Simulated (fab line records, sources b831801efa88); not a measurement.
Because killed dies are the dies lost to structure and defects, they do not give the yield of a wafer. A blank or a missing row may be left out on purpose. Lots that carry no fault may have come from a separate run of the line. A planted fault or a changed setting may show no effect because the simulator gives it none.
Split-lot trial :: flow gf180mcu :: 23 wafers read across 5 lots, on a route 602 steps long

THE SPLIT ITSELF
At GF_PSD_COAT_02 (resist thk 1000 nm), the setting spin rpm was moved away from the recipe's 3000 rpm on 7 of the 23 wafers read, by -7.0% to +5.9%. All remaining wafers had this setting at the recipe value.

The split's own step is where the reading is taken.

THE READING
NOVOLAK_of_PSD_COAT_02.thk nm (the simulator's own value, which no gauge read), in nm, at GF_PSD_COAT_02 (resist thk 1000 nm). No usual value for it is given in the file. Here, 16 wafers ran the recipe; their average is 999.8 nm with a standard deviation of 3 nm.

wafer: L074.1
tool, chamber at the split: litho track-02, 0
spin rpm as run, rpm: 3000
against the recipe: recipe
NOVOLAK_of_PSD_COAT_02.thk nm, nm: 1001
against lot-mates on the recipe: -

wafer: L074.2
tool, chamber at the split: litho track-02, 0
spin rpm as run, rpm: 3000
against the recipe: recipe
NOVOLAK_of_PSD_COAT_02.thk nm, nm: 1000
against lot-mates on the recipe: -

wafer: L074.3
tool, chamber at the split: litho track-02, 0
spin rpm as run, rpm: 3000
against the recipe: recipe
NOVOLAK_of_PSD_COAT_02.thk nm, nm: 999.7
against lot-mates on the recipe: -

wafer: L074.4
tool, chamber at the split: litho track-02, 0
spin rpm as run, rpm: 3000
against the recipe: recipe
NOVOLAK_of_PSD_COAT_02.thk nm, nm: 999.2
against lot-mates on the recipe: -

wafer: L074.5
tool, chamber at the split: litho track-02, 0
spin rpm as run, rpm: 3000
against the recipe: recipe
NOVOLAK_of_PSD_COAT_02.thk nm, nm: 1002
against lot-mates on the recipe: -

wafer: L078.1
tool, chamber at the split: litho track-04, 0
spin rpm as run, rpm: 3000
against the recipe: recipe
NOVOLAK_of_PSD_COAT_02.thk nm, nm: 1003
against lot-mates on the recipe: -

wafer: L078.3
tool, chamber at the split: litho track-04, 0
spin rpm as run, rpm: 2790
against the recipe: -7.0%
NOVOLAK_of_PSD_COAT_02.thk nm, nm: 1036
against lot-mates on the recipe: +34.7

wafer: L078.4
tool, chamber at the split: litho track-04, 0
spin rpm as run, rpm: 2790
against the recipe: -7.0%
NOVOLAK_of_PSD_COAT_02.thk nm, nm: 1039
against lot-mates on the recipe: +37.7

wafer: L078.5
tool, chamber at the split: litho track-04, 0
spin rpm as run, rpm: 3000
against the recipe: recipe
NOVOLAK_of_PSD_COAT_02.thk nm, nm: 999
against lot-mates on the recipe: -

wafer: L078.6
tool, chamber at the split: litho track-04, 0
spin rpm as run, rpm: 3000
against the recipe: recipe
NOVOLAK_of_PSD_COAT_02.thk nm, nm: 1002
against lot-mates on the recipe: -

wafer: L082.1
tool, chamber at the split: litho track-02, 0
spin rpm as run, rpm: 3000
against the recipe: recipe
NOVOLAK_of_PSD_COAT_02.thk nm, nm: 1003
against lot-mates on the recipe: -

wafer: L082.3
tool, chamber at the split: litho track-02, 0
spin rpm as run, rpm: 3000
against the recipe: recipe
NOVOLAK_of_PSD_COAT_02.thk nm, nm: 1005
against lot-mates on the recipe: -

wafer: L082.4
tool, chamber at the split: litho track-02, 0
spin rpm as run, rpm: 3177
against the recipe: +5.9%
NOVOLAK_of_PSD_COAT_02.thk nm, nm: 973.1
against lot-mates on the recipe: -30.9

wafer: L082.5
tool, chamber at the split: litho track-02, 0
spin rpm as run, rpm: 3177
against the recipe: +5.9%
NOVOLAK_of_PSD_COAT_02.thk nm, nm: 976.1
against lot-mates on the recipe: -27.9

wafer: L082.6
tool, chamber at the split: litho track-02, 0
spin rpm as run, rpm: 3177
against the recipe: +5.9%
NOVOLAK_of_PSD_COAT_02.thk nm, nm: 975.7
against lot-mates on the recipe: -28.3

wafer: L084.1
tool, chamber at the split: litho track-04, 0
spin rpm as run, rpm: 3133
against the recipe: +4.4%
NOVOLAK_of_PSD_COAT_02.thk nm, nm: 973.4
against lot-mates on the recipe: -21.5

wafer: L084.3
tool, chamber at the split: litho track-04, 0
spin rpm as run, rpm: 3000
against the recipe: recipe
NOVOLAK_of_PSD_COAT_02.thk nm, nm: 996.2
against lot-mates on the recipe: -

wafer: L084.4
tool, chamber at the split: litho track-04, 0
spin rpm as run, rpm: 3000
against the recipe: recipe
NOVOLAK_of_PSD_COAT_02.thk nm, nm: 992.6
against lot-mates on the recipe: -

wafer: L084.5
tool, chamber at the split: litho track-04, 0
spin rpm as run, rpm: 3000
against the recipe: recipe
NOVOLAK_of_PSD_COAT_02.thk nm, nm: 996
against lot-mates on the recipe: -

wafer: L084.6
tool, chamber at the split: litho track-04, 0
spin rpm as run, rpm: 3133
against the recipe: +4.4%
NOVOLAK_of_PSD_COAT_02.thk nm, nm: 972.2
against lot-mates on the recipe: -22.7

wafer: L085.3
tool, chamber at the split: litho track-02, 0
spin rpm as run, rpm: 3000
against the recipe: recipe
NOVOLAK_of_PSD_COAT_02.thk nm, nm: 1001
against lot-mates on the recipe: -

wafer: L085.5
tool, chamber at the split: litho track-02, 0
spin rpm as run, rpm: 3000
against the recipe: recipe
NOVOLAK_of_PSD_COAT_02.thk nm, nm: 1000
against lot-mates on the recipe: -

wafer: L085.6
tool, chamber at the split: litho track-02, 0
spin rpm as run, rpm: 3000
against the recipe: recipe
NOVOLAK_of_PSD_COAT_02.thk nm, nm: 997.4
against lot-mates on the recipe: -

THE FIT
A straight line over all 23 wafers: NOVOLAK_of_PSD_COAT_02.thk nm changes by -5.02 nm for each +1% of spin rpm; r = -0.98; the points scatter about the line by 3.6 nm.
The same after taking each lot's own level away (the mean of its wafers on the recipe; 23 wafers): -5.04 nm for each +1%; r = -1.00; scatter 1.4 nm.
On that fit, the largest move of spin rpm shifts the reading by 35 nm.
Across the lots, their own levels run from 994.93 to 1004.00 nm, a range of 3.0 times the standard deviation given above.
The two slopes agree, so the slope changes little with the lot-to-lot level.
Check: for one of the wafers moved furthest among these (-7.0%), held out of the fit, the line's prediction against its lot-mates is +35.8 nm. It came out at +34.7 nm against them.

FURTHER SPLITS ON THESE WAFERS
Before the reading, these wafers also passed through other splits. Each is held against what the fit with the lots' levels taken away leaves over:
other split on the same wafers: GF_VT_IMPLANT_IMPLANT_41 dose cm2
wafers away from the commonest value: 5
r with NOVOLAK_of_PSD_COAT_02.thk nm (lot level and that fit taken away): +0.02

other split on the same wafers: GF_DUAL_GATE_COAT_06 resist thk nm
wafers away from the commonest value: 9
r with NOVOLAK_of_PSD_COAT_02.thk nm (lot level and that fit taken away): +0.26

other split on the same wafers: GF_POLY_GATE_COAT_05 resist thk nm
wafers away from the commonest value: 7
r with NOVOLAK_of_PSD_COAT_02.thk nm (lot level and that fit taken away): +0.03

other split on the same wafers: GF_HV_LDD_IMPLANT_09 energy kev
wafers away from the commonest value: 7
r with NOVOLAK_of_PSD_COAT_02.thk nm (lot level and that fit taken away): -0.23

other split on the same wafers: GF_HV_LDD_DEVELOP_18 dev temp c
wafers away from the commonest value: 5
r with NOVOLAK_of_PSD_COAT_02.thk nm (lot level and that fit taken away): -0.02

other split on the same wafers: GF_HV_LDD_IMPLANT_21 dose cm2
wafers away from the commonest value: 9
r with NOVOLAK_of_PSD_COAT_02.thk nm (lot level and that fit taken away): +0.12

other split on the same wafers: GF_HV_LDD_DEVELOP_30 dev temp c
wafers away from the commonest value: 8
r with NOVOLAK_of_PSD_COAT_02.thk nm (lot level and that fit taken away): +0.18

other split on the same wafers: GF_HV_LDD_COAT_41 spin rpm
wafers away from the commonest value: 8
r with NOVOLAK_of_PSD_COAT_02.thk nm (lot level and that fit taken away): +0.18

other split on the same wafers: GF_HV_LDD_STRIP_49 o2 flow sccm
wafers away from the commonest value: 6
r with NOVOLAK_of_PSD_COAT_02.thk nm (lot level and that fit taken away): +0.07

other split on the same wafers: GF_NSD_IMPLANT_09 dose cm2
wafers away from the commonest value: 10
r with NOVOLAK_of_PSD_COAT_02.thk nm (lot level and that fit taken away): +0.10

THE FILE'S OWN FIT
NOVOLAK_of_PSD_COAT_02.thk nm changes by -5.04 nm for each +1% of spin rpm, r = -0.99.
